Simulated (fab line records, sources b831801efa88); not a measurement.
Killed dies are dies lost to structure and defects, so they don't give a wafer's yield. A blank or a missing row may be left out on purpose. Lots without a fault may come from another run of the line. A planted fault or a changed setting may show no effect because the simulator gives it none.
Problem report in the 8D (eight disciplines) form, filled by code | flow gf180mcu | the parts of the form that need people (team, actions taken, sign-off) are left out

1. THE PROBLEM
rf_fwd_power_W at GF_SAB_ETCH_11 reads a mean of 1223 W on 1 wafer of 1 lot; wafers without a fault read 1472 W with a standard deviation of 8.2. That is -30 standard deviations from the usual mean.
The step: etches SiO2 in C4F8/O2/Ar, target depth 55 nm, time 8.5 s.
First seen on wafer L896.3, day 20 14:27, on rie_diel-04. The record holds 39 wafers of 13 lots with a number at this step. Rule for "out", or "out of limits": more than 4 standard deviations from the usual mean. The other wafers with a number count as sound.

2. WHAT IT IS AND WHAT IT IS NOT
question                    | is                | is not
which readings at this step | rf_fwd_power_W    | bias_w
which lots                  | L896              | L880, L882, L883, L885, L887, L888, L890, L893, L895, L900, L902, L903
which wafers of those lots  | L896.3            | L896.1, L896.6
read on which tools         | rie_diel-04       | rie_diel-01, rie_diel-03
when                        | from day 20 14:27 | up to then (26 sound wafers); but 12 sound wafers of L895, L900, L902, L903 came after

3. SUSPECTS, AND WHAT RULES EACH OUT
Counting: a tool at a process step up to the reading stays a suspect if it ran every lot that is out. Sound lots after the first of them don't rule it out here, since some wafers of a struck lot are sound.
- rie_diel-04 at GF_SAB_ETCH_11 (etches SiO2 in C4F8/O2/Ar, target depth 55 nm, time 8.5 s): kept. It ran the lot that is out, L896 (day 20 14:27); its last sound lot up to then is L890 (day 18 21:22). Its own readings are out on those wafers: rf_fwd_power_W.
- Within rie_diel-04 at GF_SAB_ETCH_11: the wafers that are out ran in chamber 1; their sound lot-mates ran in chamber 0.
Left after counting: rie_diel-04 at GF_SAB_ETCH_11.

4. THE CAUSE (what the simulator had put in)
Process parameter drift: rie_diel-04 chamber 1, from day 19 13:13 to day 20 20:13, at GF_SAB_ETCH_11. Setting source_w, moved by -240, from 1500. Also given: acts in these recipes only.
Counting left only this tool.

5. THE CHAIN OF EFFECTS, in route order
Each row: a reading whose mean over the struck wafers that have a number lies more than 3 standard deviations from the usual. Only readings for which the record gives a usual standard deviation are gone through. hours: the time from each lot's start at the first step in this table that gives one to its start at this step, as a median over the lots. sigmas: the change in usual standard deviations.
hours | step           | reading        | usual      | on struck wafers | change | sigmas
0     | GF_SAB_ETCH_11 | oes_product_au | 1.003 a.u. | 0.962            | -0.041 | -3.7
0     | GF_SAB_ETCH_11 | rf_fwd_power_W | 1472 W     | 1223             | -249   | -30
The process steps in it:
- GF_SAB_ETCH_11: etches SiO2 in C4F8/O2/Ar, target depth 55 nm, time 8.5 s.

6. WHAT WOULD HAVE CAUGHT IT SOONER
In this record the first reading out of limits was taken at day 20 14:27, 25 hours after the fault began at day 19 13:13.
